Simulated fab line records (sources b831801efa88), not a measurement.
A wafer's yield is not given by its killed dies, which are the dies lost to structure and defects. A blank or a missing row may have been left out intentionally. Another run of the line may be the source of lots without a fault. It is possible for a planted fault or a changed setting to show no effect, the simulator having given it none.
What tool caused it? || flow gf180mcu || 39 wafers from 13 lots sampled at 6 of the route's 602 steps

== WHAT THE GAUGES READ, wafer by wafer ==
GF_DUAL_GATE_OVL_MEAS_11.
{"lot": "L510", "measured": "day 9 02:11", "on": "overlay-02", "DUAL_GATE_OVL (nm)": "2.3 1.2 2.8"}
{"lot": "L511", "measured": "day 9 07:14", "on": "overlay-02", "DUAL_GATE_OVL (nm)": "-1.2 -1.0 -0.6"}
{"lot": "L512", "measured": "day 9 19:40", "on": "overlay-01", "DUAL_GATE_OVL (nm)": "-0.7 0.2 1.1"}
{"lot": "L514", "measured": "day 10 06:23", "on": "overlay-02", "DUAL_GATE_OVL (nm)": "3.7 2.4 1.7"}
{"lot": "L516", "measured": "day 10 19:31", "on": "overlay-01", "DUAL_GATE_OVL (nm)": "-1.8 -2.9 -4.0"}
{"lot": "L517", "measured": "day 10 22:41", "on": "overlay-02", "DUAL_GATE_OVL (nm)": "-0.4 -3.0 -1.9"}
{"lot": "L522", "measured": "day 12 11:46", "on": "overlay-01", "DUAL_GATE_OVL (nm)": "-0.6 -0.1 -2.1"}
{"lot": "L523", "measured": "day 12 16:37", "on": "overlay-01", "DUAL_GATE_OVL (nm)": "-0.9 -0.5 1.1"}
{"lot": "L524", "measured": "day 12 21:28", "on": "overlay-02", "DUAL_GATE_OVL (nm)": "-1.5 -0.4 1.2"}
{"lot": "L525", "measured": "day 13 06:47", "on": "overlay-01", "DUAL_GATE_OVL (nm)": "0.5 -0.3 -1.8"}
{"lot": "L528", "measured": "day 14 01:40", "on": "overlay-01", "DUAL_GATE_OVL (nm)": "-0.4 -0.2 -1.3"}
{"lot": "L530", "measured": "day 14 16:07", "on": "overlay-02", "DUAL_GATE_OVL (nm)": "-0.9 1.8 0.5"}
{"lot": "L532", "measured": "day 15 09:53", "on": "overlay-02", "DUAL_GATE_OVL (nm)": "-0.4 0.7 0.0"}

GF_HV_LDD_CD_MEAS_07: the cd target is 400 nm.
{"lot": "L510", "measured": "day 10 20:14", "on": "cdSem-01", "cdNm (nm)": "398.3 397.9 398.8"}
{"lot": "L511", "measured": "day 11 01:53", "on": "cdSem-01", "cdNm (nm)": "397.4 399.1 399.1"}
{"lot": "L512", "measured": "day 11 15:34", "on": "cdSem-01", "cdNm (nm)": "401.5 398.5 401.5"}
{"lot": "L514", "measured": "day 12 05:37", "on": "cdSem-02", "cdNm (nm)": "400.2 401.6 403.7"}
{"lot": "L516", "measured": "day 12 19:34", "on": "cdSem-01", "cdNm (nm)": "399.7 399.9 400.7"}
{"lot": "L517", "measured": "day 12 20:32", "on": "cdSem-02", "cdNm (nm)": "403.2 407.3 404.4"}
{"lot": "L522", "measured": "day 14 10:31", "on": "cdSem-01", "cdNm (nm)": "400.7 400.4 401.5"}
{"lot": "L523", "measured": "day 14 16:49", "on": "cdSem-02", "cdNm (nm)": "403.9 401.9 402.5"}
{"lot": "L524", "measured": "day 14 23:16", "on": "cdSem-01", "cdNm (nm)": "396.3 398.3 397.3"}
{"lot": "L525", "measured": "day 15 06:34", "on": "cdSem-01", "cdNm (nm)": "397.2 395.1 399.1"}
{"lot": "L528", "measured": "day 16 02:37", "on": "cdSem-01", "cdNm (nm)": "401.8 401.0 401.8"}
{"lot": "L530", "measured": "day 16 19:31", "on": "cdSem-02", "cdNm (nm)": "399.1 399.3 399.7"}
{"lot": "L532", "measured": "day 17 13:09", "on": "cdSem-01", "cdNm (nm)": "396.6 399.9 398.8"}

GF_HV_LDD_TW_MEAS_38.
{"lot": "L510", "measured": "day 12 12:07", "on": "filmMetro-04", "HV_LDD_3_TW": "1455 1451 1452"}
{"lot": "L511", "measured": "day 12 18:26", "on": "filmMetro-01", "HV_LDD_3_TW": "1424 1423 1428"}
{"lot": "L512", "measured": "day 13 08:56", "on": "filmMetro-03", "HV_LDD_3_TW": "1454 1453 1450"}
{"lot": "L514", "measured": "day 13 23:10", "on": "filmMetro-01", "HV_LDD_3_TW": "1426 1426 1433"}
{"lot": "L516", "measured": "day 14 15:16", "on": "filmMetro-04", "HV_LDD_3_TW": "1449 1449 1438"}
{"lot": "L517", "measured": "day 14 15:58", "on": "filmMetro-01", "HV_LDD_3_TW": "1433 1433 1435"}
{"lot": "L522", "measured": "day 16 08:01", "on": "filmMetro-03", "HV_LDD_3_TW": "1338 1337 1343"}
{"lot": "L523", "measured": "day 16 14:10", "on": "filmMetro-04", "HV_LDD_3_TW": "1344 1334 1340"}
{"lot": "L524", "measured": "day 17 00:16", "on": "filmMetro-03", "HV_LDD_3_TW": "1449 1455 1449"}
{"lot": "L525", "measured": "day 17 05:33", "on": "filmMetro-04", "HV_LDD_3_TW": "1343 1340 1336"}
{"lot": "L528", "measured": "day 18 02:53", "on": "filmMetro-04", "HV_LDD_3_TW": "1447 1445 1447"}
{"lot": "L530", "measured": "day 18 20:20", "on": "filmMetro-04", "HV_LDD_3_TW": "1452 1448 1443"}
{"lot": "L532", "measured": "day 19 15:48", "on": "filmMetro-01", "HV_LDD_3_TW": "1424 1429 1428"}

GF_HV_LDD_RS_MEAS_53: the measuring method here is four-point-probe.
{"lot": "L510", "measured": "day 13 09:04", "on": "filmMetro-01", "HV_LDD_RS (ohm/sq)": "417.1 416.4 418.0"}
{"lot": "L511", "measured": "day 13 15:11", "on": "filmMetro-04", "HV_LDD_RS (ohm/sq)": "419.5 419.7 420.1"}
{"lot": "L512", "measured": "day 14 05:52", "on": "filmMetro-04", "HV_LDD_RS (ohm/sq)": "418.8 420.6 420.1"}
{"lot": "L514", "measured": "day 14 20:59", "on": "filmMetro-01", "HV_LDD_RS (ohm/sq)": "419.1 418.2 418.7"}
{"lot": "L516", "measured": "day 15 13:09", "on": "filmMetro-01", "HV_LDD_RS (ohm/sq)": "418.2 418.7 418.5"}
{"lot": "L517", "measured": "day 15 13:29", "on": "filmMetro-01", "HV_LDD_RS (ohm/sq)": "419.3 419.1 419.2"}
{"lot": "L522", "measured": "day 17 07:04", "on": "filmMetro-04", "HV_LDD_RS (ohm/sq)": "439.4 439.4 438.6"}
{"lot": "L523", "measured": "day 17 13:48", "on": "filmMetro-04", "HV_LDD_RS (ohm/sq)": "438.4 436.9 437.3"}
{"lot": "L524", "measured": "day 18 00:49", "on": "filmMetro-03", "HV_LDD_RS (ohm/sq)": "419.3 419.9 419.4"}
{"lot": "L525", "measured": "day 18 05:07", "on": "filmMetro-04", "HV_LDD_RS (ohm/sq)": "438.0 437.5 437.9"}
{"lot": "L528", "measured": "day 19 04:17", "on": "filmMetro-01", "HV_LDD_RS (ohm/sq)": "420.2 419.1 418.6"}
{"lot": "L530", "measured": "day 19 22:26", "on": "filmMetro-03", "HV_LDD_RS (ohm/sq)": "417.7 417.5 417.6"}
{"lot": "L532", "measured": "day 20 17:40", "on": "filmMetro-04", "HV_LDD_RS (ohm/sq)": "419.2 418.5 420.2"}

GF_HV_LDD_THK_MEAS_55.
{"lot": "L510", "measured": "day 13 10:41", "on": "filmMetro-01", "HV_LDD_CVD_54_THK (nm)": "9.90 9.93 9.81"}
{"lot": "L511", "measured": "day 13 16:50", "on": "filmMetro-03", "HV_LDD_CVD_54_THK (nm)": "10.00 10.05 10.24"}
{"lot": "L512", "measured": "day 14 07:00", "on": "filmMetro-04", "HV_LDD_CVD_54_THK (nm)": "9.90 9.95 10.00"}
{"lot": "L514", "measured": "day 14 22:40", "on": "filmMetro-04", "HV_LDD_CVD_54_THK (nm)": "9.90 9.97 9.90"}
{"lot": "L516", "measured": "day 15 14:17", "on": "filmMetro-04", "HV_LDD_CVD_54_THK (nm)": "9.91 9.88 9.93"}
{"lot": "L517", "measured": "day 15 14:37", "on": "filmMetro-03", "HV_LDD_CVD_54_THK (nm)": "10.02 10.11 9.98"}
{"lot": "L522", "measured": "day 17 08:12", "on": "filmMetro-03", "HV_LDD_CVD_54_THK (nm)": "10.29 10.25 10.26"}
{"lot": "L523", "measured": "day 17 14:57", "on": "filmMetro-04", "HV_LDD_CVD_54_THK (nm)": "9.88 9.90 9.96"}
{"lot": "L524", "measured": "day 18 01:57", "on": "filmMetro-03", "HV_LDD_CVD_54_THK (nm)": "9.95 9.82 9.87"}
{"lot": "L525", "measured": "day 18 06:14", "on": "filmMetro-04", "HV_LDD_CVD_54_THK (nm)": "9.87 10.00 9.85"}
{"lot": "L528", "measured": "day 19 05:26", "on": "filmMetro-01", "HV_LDD_CVD_54_THK (nm)": "10.05 10.10 10.10"}
{"lot": "L530", "measured": "day 19 23:35", "on": "filmMetro-03", "HV_LDD_CVD_54_THK (nm)": "9.96 9.98 10.01"}
{"lot": "L532", "measured": "day 20 20:04", "on": "filmMetro-04", "HV_LDD_CVD_54_THK (nm)": "9.90 9.62 9.76"}

== TOOL THAT RAN EACH LOT (tool first, then ch and the chambers of the sampled wafers, then the start) ==
{"lot": "L510", "GF_HV_LDD_IMPLANT_35": "implanter-03 ch 0, day 12 11:46"}
{"lot": "L511", "GF_HV_LDD_IMPLANT_35": "implanter-02 ch 0, day 12 18:02"}
{"lot": "L512", "GF_HV_LDD_IMPLANT_35": "implanter-04 ch 0, day 13 08:32"}
{"lot": "L514", "GF_HV_LDD_IMPLANT_35": "implanter-03 ch 0, day 13 22:46"}
{"lot": "L516", "GF_HV_LDD_IMPLANT_35": "implanter-02 ch 0, day 14 14:52"}
{"lot": "L517", "GF_HV_LDD_IMPLANT_35": "implanter-04 ch 0, day 14 15:35"}
{"lot": "L522", "GF_HV_LDD_IMPLANT_35": "implanter-04 ch 0, day 16 07:37"}
{"lot": "L523", "GF_HV_LDD_IMPLANT_35": "implanter-04 ch 0, day 16 13:46"}
{"lot": "L524", "GF_HV_LDD_IMPLANT_35": "implanter-03 ch 0, day 16 23:52"}
{"lot": "L525", "GF_HV_LDD_IMPLANT_35": "implanter-04 ch 0, day 17 05:12"}
{"lot": "L528", "GF_HV_LDD_IMPLANT_35": "implanter-02 ch 0, day 18 02:29"}
{"lot": "L530", "GF_HV_LDD_IMPLANT_35": "implanter-02 ch 0, day 18 19:56"}
{"lot": "L532", "GF_HV_LDD_IMPLANT_35": "implanter-02 ch 0, day 19 15:26"}
- GF_HV_LDD_IMPLANT_35

== AS READ BY THE TOOLS THEMSELVES (means over the sampled wafers that have a number; for cases with no such wafer, the mark the record gives instead) ==
GF_HV_LDD_IMPLANT_35.
{"lot": "L510", "tool": "implanter-03", "doseIonsCm2": 7.492e+12, "endStationPressureTorr (Torr)": 5.24e-06, "faradayCurrentUA": 43.3}
{"lot": "L511", "tool": "implanter-02", "doseIonsCm2": 7.491e+12, "endStationPressureTorr (Torr)": 5.15e-06, "faradayCurrentUA": 43.6}
{"lot": "L512", "tool": "implanter-04", "doseIonsCm2": 7.501e+12, "endStationPressureTorr (Torr)": 5.01e-06, "faradayCurrentUA": 42.9}
{"lot": "L514", "tool": "implanter-03", "doseIonsCm2": 7.491e+12, "endStationPressureTorr (Torr)": 5.27e-06, "faradayCurrentUA": 42.0}
{"lot": "L516", "tool": "implanter-02", "doseIonsCm2": 7.491e+12, "endStationPressureTorr (Torr)": 4.98e-06, "faradayCurrentUA": 41.5}
{"lot": "L517", "tool": "implanter-04", "doseIonsCm2": 7.503e+12, "endStationPressureTorr (Torr)": 5.22e-06, "faradayCurrentUA": 42.9}
{"lot": "L522", "tool": "implanter-04", "doseIonsCm2": 7.537e+11, "endStationPressureTorr (Torr)": 5.03e-06, "faradayCurrentUA": 4.3}
{"lot": "L523", "tool": "implanter-04", "doseIonsCm2": 7.443e+11, "endStationPressureTorr (Torr)": 4.80e-06, "faradayCurrentUA": 4.3}
{"lot": "L524", "tool": "implanter-03", "doseIonsCm2": 7.498e+12, "endStationPressureTorr (Torr)": 4.58e-06, "faradayCurrentUA": 43.0}
{"lot": "L525", "tool": "implanter-04", "doseIonsCm2": 7.517e+11, "endStationPressureTorr (Torr)": 5.21e-06, "faradayCurrentUA": 4.2}
{"lot": "L528", "tool": "implanter-02", "doseIonsCm2": 7.504e+12, "endStationPressureTorr (Torr)": 5.06e-06, "faradayCurrentUA": 42.2}
{"lot": "L530", "tool": "implanter-02", "doseIonsCm2": 7.495e+12, "endStationPressureTorr (Torr)": 4.81e-06, "faradayCurrentUA": 42.5}
{"lot": "L532", "tool": "implanter-02", "doseIonsCm2": 7.495e+12, "endStationPressureTorr (Torr)": 4.88e-06, "faradayCurrentUA": 42.9}

== THE ANSWER, worked out from the rows above alone ==
Rule: usual is defined by the lots themselves. Put in order of their means at a reading, lots are off if they are a third of the lots or fewer, leave a main group of 4 or more, and stand apart from it by a gap of 3 or more times the standard deviation of the main group's means; of several such gaps the widest counts. Not used: any main group whose means are identical at the precision the tables above print for the reading. A lot without any number at a reading at which 4 lots or more have one is off too. Where the step has rows for the other lots, those lots are counted as sound. The gauges are gone through in route order, then the tools' own readings, and for those a lot's mean is taken as printed above. The first step at which some lot is off is used, and at that step the reading that is off furthest; a lot without a number counts as furthest.
Off: at GF_HV_LDD_TW_MEAS_38 (HV_LDD_3_TW), L522, L523, L525. Mean 1441 and standard deviation 11 in the main group.
If a tool, at a process step before that reading, ran all the lots that are off and no sound lot after the first of them, it fits. The gauges at GF_HV_LDD_TW_MEAS_38 aren't tried: what is off there is off at GF_HV_LDD_IMPLANT_35 too, on other tools, and a gauge's error can't cause that. One fits: GF_HV_LDD_IMPLANT_35 on implanter-04. Its last sound lot is L517 (day 14 15:35), its first lot that is off L522 (day 16 07:37): a fault that began between those two fits.
The tool's own readings at GF_HV_LDD_IMPLANT_35 bear it out: on the lots that are off they differ by more than 5 times the standard deviation of the sound lots' means. doseIonsCm2 reads 7.499e+11 there against 7.496e+12 on the sound lots; faradayCurrentUA reads 4.3 there against 42.7 on the sound lots.

== WHAT HAD BEEN PUT IN BY THE SIMULATOR ==
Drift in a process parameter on implanter-04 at GF_HV_LDD_IMPLANT_35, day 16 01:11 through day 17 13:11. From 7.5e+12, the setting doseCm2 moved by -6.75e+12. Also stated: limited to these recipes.
Shown lots that were struck: L522, L523, L525. This agrees with what the rule above found.
